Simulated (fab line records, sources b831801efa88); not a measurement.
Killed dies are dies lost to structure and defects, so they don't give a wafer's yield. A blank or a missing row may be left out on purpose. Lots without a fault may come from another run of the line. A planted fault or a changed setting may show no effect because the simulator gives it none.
fab line records | flow sky130
record lots=6 wafers=18 last_day=50
route steps=708 shown FIELD_ISO@11 PAD_OPEN@708
lots that met no fault: from a run of the same line without faults
start_h: hours from the record's first day to the start of the lot's first wafer shown | wait_h: hours since the lot's step before | " the same as in the row above | L1.1+2: a row that stands for several wafers | - no value, or no start given | * or withheld: withheld | < > ~ a bound
route shown NAME@n: a module of which the file shows steps, and the number in the route of the first | usual: mean/standard deviation of fault-free wafers | same: alike in all rows | chamber/n: place in a boat | sites: the reading at each site | _std_site: their standard deviation | _edge_site: outer sites' mean less inner sites' | radius_mm: how far each site lies from the wafer's centre | mask NAME#n: copy n | behind: the tool/chamber that last shaped the wafer | hold: why the lot was held/for how many hours/how that ended | device: the transistor (n, p or np) that didn't switch | end of line: the same wafers' tests at the end of the route | a step without rows: its recipe alone | killed: dies lost to structure and defects at the first sort, not the wafer's yield | map: a wafer's dies, x killed, . not, _ none there
set.NAME: the setting as run; set.NAME@STEP: as run at that earlier step | model.NAME: the simulator's own value behind a step, which no gauge read
lots at some steps of the route; a table a step, a row a wafer
services: from which hour (start_h, from the record's first day; less than 0 if before it) a tool's chamber was out of use, for how many hours, and why
## steps
# step SKY_FIELD_ISO_EXPOSE_10
# recipe mask_id=FOM na=0.68 source_shape=annular sigma_inner=0.4 sigma_outer=0.8 target_cd_nm=150 dose_mj=28
# step SKY_FIELD_ISO_PEB_11
# recipe peb_temp_c=withheld peb_time_s=withheld resist=KrF-thick
# step SKY_FIELD_ISO_DEVELOP_12
# recipe develop_time_s=62.73 resist=KrF-thick dev_temp_c=21
# step SKY_FIELD_ISO_CD_MEAS_13
# recipe target_cd_nm=150
# usual cd_nm=150.0/1.4
# columns lot.wafer tool chamber start_h wait_h cd_nm
L709.1 cd_sem-02 - 34.62 - 150.6
L709.4 " - " " 149.7
L709.6 " - " " 149.2
L712.2 cd_sem-02 - 51.01 - 149.5
L712.3 " - " " 149.8
L712.4 " - " " 148.7
L721.1 cd_sem-01 - 96.14 - 152.3
L721.2 " - " " 151.6
L721.3 " - " " 152.3
L722.1 cd_sem-02 - 101.09 - 149.9
L722.2 " - " " 151.1
L722.3 " - " " 149.9
L727.3 cd_sem-02 - 128.03 - 149.7
L727.4 " - " " 148.8
L727.6 " - " " 149.4
L729.2 cd_sem-01 - 138.34 - 150.7
L729.3 " - " " 148.8
L729.6 " - " " 149.3
# step SKY_FIELD_ISO_ETCH_14
# recipe chemistry=N2/H2 target=BARC ion_energy_ev=200 source_w=500 bias_w=100 pressure_mtorr=30 n2_flow_sccm=100 h2_flow_sccm=200 stop_on=SiO2 time_s=45.9 target_depth_a=600
# usual drypump_motor_current_A=5.8/0.48 oes_product_au=0.855/0.0049 throttle_valve_pct=13.224/0.0095
# columns lot.wafer tool chamber start_h wait_h drypump_motor_current_A oes_product_au rf_hours_counter_h throttle_valve_pct
L709.1 rie_diel-02 0 34.74 0.1 6.3 0.849 31 13.228
L709.4 " 2 " " 5.6 0.851 126 13.206
L709.6 " 0 " " 6.4 0.852 - 13.216
L712.2 rie_diel-04 2 51.11 0.1 5.4 0.857 81 13.231
L712.3 " 3 " " 5.7 0.844 2 13.216
L712.4 " 1 " " 5.7 0.856 3 13.225
L721.1 rie_diel-03 0 96.26 0.1 5.6 0.858 125 13.219
L721.2 " 1 " " 6.2 0.857 150 13.225
L721.3 " 3 " " 4.7 0.855 29 13.243
L722.1 rie_diel-03 2 101.21 0.1 6.3 0.848 4 13.240
L722.2 " 1 " " 6.2 0.858 150 13.227
L722.3 " 0 " " 5.6 0.851 125 13.220
L727.3 rie_diel-04 2 128.11 0.1 5.4 0.849 82 13.207
L727.4 " 0 " " 6.1 0.853 67 13.214
L727.6 " 0 " " 6.2 0.848 - 13.222
L729.2 rie_diel-03 2 138.44 0.1 6.3 0.860 5 13.220
L729.3 " 3 " " 4.7 0.848 30 13.236
L729.6 " 0 " " 5.6 0.849 - 13.207
# step SKY_FIELD_ISO_ETCH_15
# recipe chemistry=CHF3/O2 target_depth_nm=180 stop_on=Si source_w=600 bias_w=200 pressure_mtorr=40 chf3_flow_sccm=50 O2_flow_sccm=5 time_s=72
# usual O2_flow_sccm=4.998/0.013 drypump_motor_current_A=5.8/0.47 oes_product_au=0.945/0.0069 throttle_valve_pct=8.844/0.0091
# columns lot.wafer tool chamber start_h wait_h O2_flow_sccm drypump_motor_current_A oes_product_au rf_hours_counter_h throttle_valve_pct
L709.1 rie_diel-02 0 34.78 0.0 4.995 6.3 0.938 31 8.849
L709.4 " 2 " " 4.991 5.6 0.942 126 8.854
L709.6 " 0 " " 5.006 6.3 0.936 - 8.838
L712.2 rie_diel-04 2 51.15 0.0 4.995 5.4 0.959 81 8.842
L712.3 " 3 " " 5.014 5.7 0.955 2 8.840
L712.4 " 1 " " 4.990 5.6 0.953 3 8.842
L721.1 rie_diel-03 0 96.30 0.0 4.975 5.6 0.948 125 8.851
L721.2 " 1 " " 4.976 6.2 0.948 150 8.836
L721.3 " 3 " " 5.015 4.7 0.944 29 8.853
L722.1 rie_diel-03 2 101.25 0.0 5.002 6.3 0.954 4 8.872
L722.2 " 1 " " 4.997 6.2 0.942 150 8.853
L722.3 " 0 " " 5.002 5.6 0.946 125 8.839
L727.3 rie_diel-04 2 128.15 0.0 5.005 5.4 0.948 82 8.850
L727.4 " 0 " " 5.020 6.1 0.942 67 8.849
L727.6 " 0 " " 5.006 6.2 0.941 - 8.837
L729.2 rie_diel-03 2 138.48 0.0 5.003 6.3 0.953 5 8.847
L729.3 " 3 " " 5.002 4.7 0.957 30 8.849
L729.6 " 0 " " 4.996 5.6 0.960 - 8.850
# step SKY_FIELD_ISO_STRIP_16
# recipe chemistry=O2/N2 power_w=1400 pressure_mtorr=1500 platen_temp_c=withheld o2_flow_sccm=3000 n2_flow_sccm=300 overash_fraction=0.5
# usual drypump_motor_current_A=6.04/0.25 oes_product_au=0.377/0.0047 strip_time_to_endpoint_s=3.53/0.033
# columns lot.wafer tool chamber start_h wait_h drypump_motor_current_A oes_product_au rf_hours_counter_h strip_time_to_endpoint_s
L709.1 plasma_asher-03 0 34.84 0.0 6.41 0.375 23 3.49
L709.4 " 0 " " 6.40 0.373 - 3.50
L709.6 " 0 " " 6.45 0.371 - 3.51
L712.2 plasma_asher-04 1 51.21 0.0 5.96 0.373 39 3.52
L712.3 " 1 " " 5.96 0.382 - 3.56
L712.4 " 0 " " 6.23 0.374 - 3.52
L721.1 plasma_asher-03 0 96.35 0.0 6.44 0.376 25 3.54
L721.2 " 1 " " 5.99 0.374 25 3.51
L721.3 " 1 " " 6.01 0.376 - 3.51
L722.1 plasma_asher-04 1 101.31 0.0 5.96 0.377 45 3.59
L722.2 " 0 " " 6.27 0.377 45 3.57
L722.3 " 1 " " 5.97 0.374 - 3.61
L727.3 plasma_asher-04 0 128.24 0.1 6.22 0.377 - 3.56
L727.4 " 1 " " 5.95 0.391 - 3.58
L727.6 " 0 " " 6.21 0.378 - 3.57
L729.2 plasma_asher-03 1 138.54 0.0 6.01 0.382 30 3.53
L729.3 " 1 " " 6.00 0.369 - 3.53
L729.6 " 0 " " 6.43 0.375 - 3.56
# step SKY_FIELD_ISO_ETCH_17
# recipe target_depth_a=3420 mask_material=Si3N4 chemistry=HBr/Cl2/O2 target=Si taper_deg=5 icp_w=600 bias_w=150 pressure_mtorr=15 HBr_flow_sccm=150 Cl2_flow_sccm=40 O2_flow_sccm=6 time_s=97.7
# usual O2_flow_sccm=6.000/0.018 drypump_motor_current_A=5.6/0.38 oes_product_au=1.002/0.0082 throttle_valve_pct=25.657/0.0097
# columns lot.wafer tool chamber start_h wait_h O2_flow_sccm drypump_motor_current_A oes_product_au rf_hours_counter_h throttle_valve_pct
L709.1 rie_si-02 3 34.94 0.1 6.005 5.8 1.002 60 25.651
L709.4 " 2 " " 6.003 5.4 1.006 2 25.661
L709.6 " 0 " " 6.022 5.8 0.996 - 25.664
L712.2 rie_si-02 1 51.31 0.1 6.038 5.6 0.989 67 25.665
L712.3 " 0 " " 5.981 5.8 0.995 89 25.666
L712.4 " 3 " " 6.008 5.8 0.993 60 25.673
L721.1 rie_si-01 0 96.45 0.1 6.000 5.3 0.995 46 25.661
L721.2 " 1 " " 6.007 5.8 1.005 0 25.657
L721.3 " 3 " " 6.017 4.8 1.008 21 25.671
L722.1 rie_si-01 0 101.41 0.1 5.998 5.3 0.988 46 25.649
L722.2 " 2 " " 6.000 6.0 1.008 22 25.656
L722.3 " 3 " " 5.997 4.8 0.996 21 25.656
L727.3 rie_si-02 3 128.31 0.0 6.024 5.8 0.997 60 25.659
L727.4 " 1 " " 5.994 5.6 1.007 68 25.654
L727.6 " 1 " " 6.020 5.6 1.004 - 25.663
L729.2 rie_si-01 3 138.64 0.1 6.010 4.8 1.020 21 25.651
L729.3 " 0 " " 6.021 5.3 1.007 46 25.656
L729.6 " 1 " " 5.967 5.8 1.008 - 25.660
# step SKY_FIELD_ISO_WET_ETCH_18
# recipe chemistry=H3PO4 target_depth_nm=25 temp_c=160 target=Si3N4 time_s=286
# step SKY_FIELD_ISO_CLEAN_19
# recipe chemistry=SC1/SC2 mix=1:4:20 temp_c=70 time_s=150
# step SKY_FIELD_ISO_CLEAN_20
# recipe chemistry=dHF time_s=20 dilution=100:1
# step SKY_FIELD_ISO_WET_ETCH_21
# recipe chemistry=dHF dilution=100:1 target_depth_nm=20 dry=ipa_marangoni target=SiO2 temp_c=25 time_s=400
# step SKY_FIELD_ISO_OXIDATION_22
# recipe temp_c=950 ambient=O2 stabilise_s=600 purge_s=300 target_thk_a=100 ox_time_s=623
# usual ox_time_s=623/0 zone_power_lower_pct=20.6/0.9 zone_power_top_pct=40.9/0.62
# columns lot.wafer tool chamber start_h wait_h ox_time_s zone_power_lower_pct zone_power_top_pct model.SiO2_of_FIELD_ISO_OXIDATION_22.thk_nm
L709.1 furnace-01 0 36.63 1.3 623 21.7 40.5 9.913
L709.4 " 0 " " 623 21.2 40.6 10.12
L709.6 " 0 " " 623 21.4 40.4 9.926
L712.2 furnace-02 0 52.91 1.2 623 19.5 41.5 9.966
L712.3 " 0 " " 623 19.4 41.8 10.15
L712.4 " 0 " " 623 19.4 41.7 9.955
L721.1 furnace-01 0 98.81 2.0 934.5 21.2 41.1 13.01
L721.2 " 0 " " 934.5 21.6 40.4 13.14
L721.3 " 0 " " 934.5 21.3 39.6 13.08
L722.1 furnace-01 0 104.30 2.5 934.5 21.2 40.3 13.3
L722.2 " 0 " " 934.5 21.4 40.3 13.25
L722.3 " 0 " " 934.5 21.6 41.3 13.06
L727.3 furnace-02 0 129.94 1.2 623 19.9 41.3 10.05
L727.4 " 0 " " 623 19.4 41.3 10.02
L727.6 " 0 " " 623 19.4 41.7 10.09
L729.2 furnace-02 0 142.40 3.4 623 19.4 41.2 10.16
L729.3 " 0 " " 623 19.4 41.6 10.09
L729.6 " 0 " " 623 19.6 41.3 10.26
# step SKY_FIELD_ISO_THK_MEAS_23
# recipe reads=SiO2_of_FIELD_ISO_OXIDATION_22
# usual FIELD_ISO_OXIDATION_01_THK=10.06/0.13
# columns lot.wafer tool chamber start_h wait_h FIELD_ISO_OXIDATION_01_THK[nm]
L709.1 film_metro-01 - 37.80 0.0 9.86
L709.4 " - " " 10.11
L709.6 " - " " 9.91
L712.2 film_metro-03 - 54.10 0.0 9.95
L712.3 " - " " 10.14
L712.4 " - " " 9.92
L721.1 film_metro-03 - 99.98 0.0 13.02
L721.2 " - " " 13.11
L721.3 " - " " 13.13
L722.1 film_metro-01 - 105.47 0.0 13.31
L722.2 " - " " 13.23
L722.3 " - " " 13.06
L727.3 film_metro-04 - 131.13 0.0 10.08
L727.4 " - " " 10.04
L727.6 " - " " 10.08
L729.2 film_metro-04 - 143.59 0.0 10.18
L729.3 " - " " 10.10
L729.6 " - " " 10.30
# step SKY_FIELD_ISO_CVD_24
# recipe material=SiO2 target_thk_nm=595 temp_c=650 sigma_open_frac=0.3 time_s=99.2 sih4_flow_sccm=60 pressure_mtorr=6
# step SKY_PAD_OPEN_PROBE_99
# usual killed_at_M0_to_M3=44/7 killed_at_M4_up=3.2/2 killed_at_contacts=25/5.3 killed_at_front_end=15/4.3 killed_at_other=0.3/0.54 killed_dies=86/8.7 killed_open=47/6.4 killed_short=39/5.6
# same gross_dies=492 killed_at_back_side=0
# columns lot.wafer tool chamber start_h wait_h killed_at_M0_to_M3 killed_at_M4_up killed_at_contacts killed_at_front_end killed_at_other killed_dies killed_open killed_short model.etest.sram_nfet_pass.off_log10_a_um
L709.1 prober-02 - 1075.72 0.1 42 3 27 15 0 87 45 42 -12.67
L709.4 prober-02 - 1075.87 0.2 43 2 21 20 0 86 47 39 -12.68
L709.6 prober-02 - 1075.97 0.2 52 3 23 15 0 93 53 39 -12.58
L712.2 prober-01 - 1102.34 0.1 34 4 27 23 0 88 50 37 -12.78
L712.3 prober-01 - 1102.39 0.2 44 1 24 15 0 84 46 37 -12.72
L712.4 prober-01 - 1102.44 0.2 33 1 27 19 0 80 44 36 -12.53
L721.1 prober-02 - 1149.99 0.1 46 6 30 10 0 92 50 41 -12.9
L721.2 prober-02 - 1150.04 0.1 32 7 18 19 1 77 44 31 -12.8
L721.3 prober-02 - 1150.09 0.2 37 0 26 13 2 78 44 34 -12.92
L722.1 prober-01 - 1157.01 0.1 48 1 27 15 0 91 55 36 -12.79
L722.2 prober-01 - 1157.06 0.1 44 6 24 13 0 87 49 38 -12.96
L722.3 prober-01 - 1157.11 0.2 55 3 27 21 0 106 60 45 -12.71
L727.3 prober-02 - 1184.69 0.2 50 6 23 9 1 89 48 41 -12.64
L727.4 prober-02 - 1184.74 0.2 46 3 17 17 1 84 42 41 -12.86
L727.6 prober-02 - 1184.84 0.2 55 1 31 15 0 102 53 48 -12.64
L729.2 prober-02 - 1191.95 0.1 49 8 36 10 1 104 59 45 -13.02
L729.3 prober-02 - 1192.00 0.2 48 2 24 15 0 89 48 41 -12.93
L729.6 prober-02 - 1192.15 0.2 36 0 34 16 0 86 42 44 -12.81
# killed by level:class
L709.1 CONTACT:geometric_particle:open=13 VIA1:geometric_particle:open=9 METAL1:geometric_particle:short=9 LI_CONTACT:geometric_particle:open=6 VIA1:geometric_particle:short=6 FIELD_ISO:geometric_particle:short=5 VIA2:geometric_particle:open=5 VIA3:geometric_particle:open=5
L709.4 VIA1:geometric_particle:open=9 VIA3:geometric_particle:open=8 CONTACT:geometric_particle:open=8 FIELD_ISO:geometric_particle:short=6 VIA1:geometric_particle:short=6 FIELD_ISO:geometric_particle:open=5 POLY_GATE:geometric_particle:open=5 CONTACT:geometric_particle:short=5
L709.6 VIA1:geometric_particle:open=15 LI_CONTACT:geometric_particle:open=12 VIA2:geometric_particle:open=9 VIA1:geometric_particle:short=8 FIELD_ISO:geometric_particle:open=6 METAL2:geometric_particle:short=6 METAL1:geometric_particle:short=5 FIELD_ISO:geometric_particle:short=3
L712.2 VIA1:geometric_particle:open=11 CONTACT:geometric_particle:open=9 POLY_GATE:geometric_particle:open=7 CONTACT:geometric_particle:short=7 FIELD_ISO:geometric_particle:short=6 FIELD_ISO:geometric_particle:open=5 LI_CONTACT:geometric_particle:open=5 VIA3:geometric_particle:open=4
L712.3 METAL1:geometric_particle:short=11 CONTACT:geometric_particle:open=10 VIA1:geometric_particle:open=7 VIA3:geometric_particle:open=7 METAL2:geometric_particle:short=6 LI_CONTACT:geometric_particle:open=6 FIELD_ISO:geometric_particle:open=5 LOCAL_INTERCONNECT:geometric_particle:short=4
L712.4 CONTACT:geometric_particle:open=11 FIELD_ISO:geometric_particle:open=9 FIELD_ISO:geometric_particle:short=7 LI_CONTACT:geometric_particle:open=6 METAL2:geometric_particle:short=6 VIA1:geometric_particle:open=5 METAL3:geometric_particle:short=5 VIA3:geometric_particle:open=5
L721.1 CONTACT:geometric_particle:open=14 VIA1:geometric_particle:open=10 LI_CONTACT:geometric_particle:open=7 METAL1:geometric_particle:short=7 POLY_GATE:geometric_particle:short=6 VIA2:geometric_particle:open=6 VIA3:geometric_particle:open=5 LOCAL_INTERCONNECT:geometric_particle:short=4
L721.2 VIA1:geometric_particle:open=10 CONTACT:geometric_particle:open=8 FIELD_ISO:geometric_particle:short=5 POLY_GATE:geometric_particle:short=5 LI_CONTACT:geometric_particle:open=5 METAL1:geometric_particle:short=5 FIELD_ISO:geometric_particle:open=3 POLY_GATE:geometric_particle:open=3
L721.3 METAL1:geometric_particle:short=10 CONTACT:geometric_particle:open=10 LI_CONTACT:geometric_particle:open=9 VIA1:geometric_particle:open=7 VIA2:geometric_particle:open=5 FIELD_ISO:geometric_particle:short=3 FIELD_ISO:geometric_particle:open=3 POLY_GATE:geometric_particle:short=3
L722.1 VIA1:geometric_particle:open=12 CONTACT:geometric_particle:open=10 VIA2:geometric_particle:open=10 LI_CONTACT:geometric_particle:open=8 CONTACT:geometric_particle:short=7 VIA3:geometric_particle:open=7 FIELD_ISO:geometric_particle:short=5 METAL1:geometric_particle:short=5
L722.2 VIA1:geometric_particle:open=12 VIA2:geometric_particle:open=9 CONTACT:geometric_particle:open=7 VIA3:geometric_particle:open=6 FIELD_ISO:geometric_particle:short=5 METAL1:geometric_particle:short=5 LI_CONTACT:geometric_particle:open=5 LOCAL_INTERCONNECT:geometric_particle:short=5
L722.3 VIA1:geometric_particle:open=12 CONTACT:geometric_particle:open=12 LI_CONTACT:geometric_particle:open=7 VIA3:geometric_particle:open=7 VIA3:geometric_particle:short=7 POLY_GATE:geometric_particle:open=6 METAL1:geometric_particle:short=6 FIELD_ISO:geometric_particle:short=5
L727.3 VIA1:geometric_particle:open=11 VIA3:geometric_particle:open=7 LI_CONTACT:geometric_particle:open=7 VIA1:geometric_particle:short=7 VIA2:geometric_particle:open=7 LOCAL_INTERCONNECT:geometric_particle:short=5 CONTACT:geometric_particle:open=5 METAL1:geometric_particle:open=5
L727.4 VIA1:geometric_particle:open=13 CONTACT:geometric_particle:open=9 METAL2:geometric_particle:short=9 VIA1:geometric_particle:short=6 VIA2:geometric_particle:open=6 CONTACT:geometric_particle:short=5 FIELD_ISO:geometric_particle:open=4 FIELD_ISO:geometric_particle:short=4
L727.6 VIA1:geometric_particle:open=12 CONTACT:geometric_particle:open=10 METAL1:geometric_particle:short=9 VIA2:geometric_particle:open=9 LI_CONTACT:geometric_particle:open=7 VIA1:geometric_particle:short=6 LOCAL_INTERCONNECT:geometric_particle:short=6 CONTACT:geometric_particle:short=6
L729.2 VIA1:geometric_particle:open=18 LOCAL_INTERCONNECT:geometric_particle:short=9 LI_CONTACT:geometric_particle:open=7 VIA2:geometric_particle:open=7 LI_CONTACT:geometric_particle:short=6 CONTACT:geometric_particle:short=6 CONTACT:geometric_particle:open=6 METAL4:geometric_particle:short=5
L729.3 VIA1:geometric_particle:open=12 METAL1:geometric_particle:short=10 LI_CONTACT:geometric_particle:open=8 VIA3:geometric_particle:open=7 CONTACT:geometric_particle:open=6 VIA2:geometric_particle:open=5 METAL3:geometric_particle:short=5 FIELD_ISO:geometric_particle:open=4
L729.6 CONTACT:geometric_particle:open=16 VIA1:geometric_particle:open=8 POLY_GATE:geometric_particle:short=6 LOCAL_INTERCONNECT:geometric_particle:short=6 FIELD_ISO:geometric_particle:open=5 CONTACT:geometric_particle:short=5 METAL1:geometric_particle:short=5 VIA1:geometric_particle:short=5
## services
# columns tool chamber start_h hours kind
rie_diel-03 0 10.87 32.6 repair
rie_si-01 1 25.01 - clean
rie_si-01 1 25.01 24.0 scheduled_down
rie_si-01 1 25.01 24.0 vent_cycle
rie_diel-04 2 36.51 7.3 repair
plasma_asher-03 - 40.78 34.8 repair
rie_diel-04 1 51.31 50.0 repair
rie_si-01 1 59.03 3.4 repair
rie_si-01 - 69.21 0.7 repair
rie_diel-02 - 72.17 2.8 pm
rie_diel-04 0 85.41 10.4 repair
furnace-02 - 85.56 4.9 pm
rie_diel-02 1 100.90 6.2 repair
rie_diel-02 1 107.12 - clean
rie_diel-02 1 107.12 18.0 scheduled_down
rie_diel-02 1 107.12 18.0 vent_cycle
rie_si-02 - 108.02 2.8 pm
furnace-01 - 127.49 8.0 repair
rie_diel-02 2 129.20 3.1 repair
## key
first_sign step=SKY_FIELD_ISO_OXIDATION_22 reading=ox_time_s direction=up sigmas=99+ usual=* struck=*
effect step=SKY_FIELD_ISO_THK_MEAS_23 reading=FIELD_ISO_OXIDATION_01_THK direction=up sigmas=23 usual=10.06 struck=13.14
model_effect step=SKY_FIELD_ISO_OXIDATION_22 value=SiO2_of_FIELD_ISO_OXIDATION_22.thk_nm without=10.03 struck=13.14
model_effect step=SKY_PAD_OPEN_PROBE_99 value=etest.sram_nfet_pass.off_log10_a_um without=-12.59 struck=-12.85
met_at SKY_FIELD_ISO_OXIDATION_22
struck_wafers L721.1,L721.2,L721.3,L722.1,L722.2,L722.3
tester_left_out L721,L722
onset_between 36.63 98.81
fault kind=process_parameter_drift tool=furnace-01 chamber=- onset_h=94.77 steps=SKY_FIELD_ISO_OXIDATION_22 channel=ox_time_s offset=* shape=step end_h=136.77 acts_in=* stated=*
# tester_left_out: of these lots the tester's yield and bins aren't shown, on N5 and GAA mostly nor the transistor test; their killed dies are dies lost to structure and defects alone, not to doping, threshold or leakage, so they don't give the yield
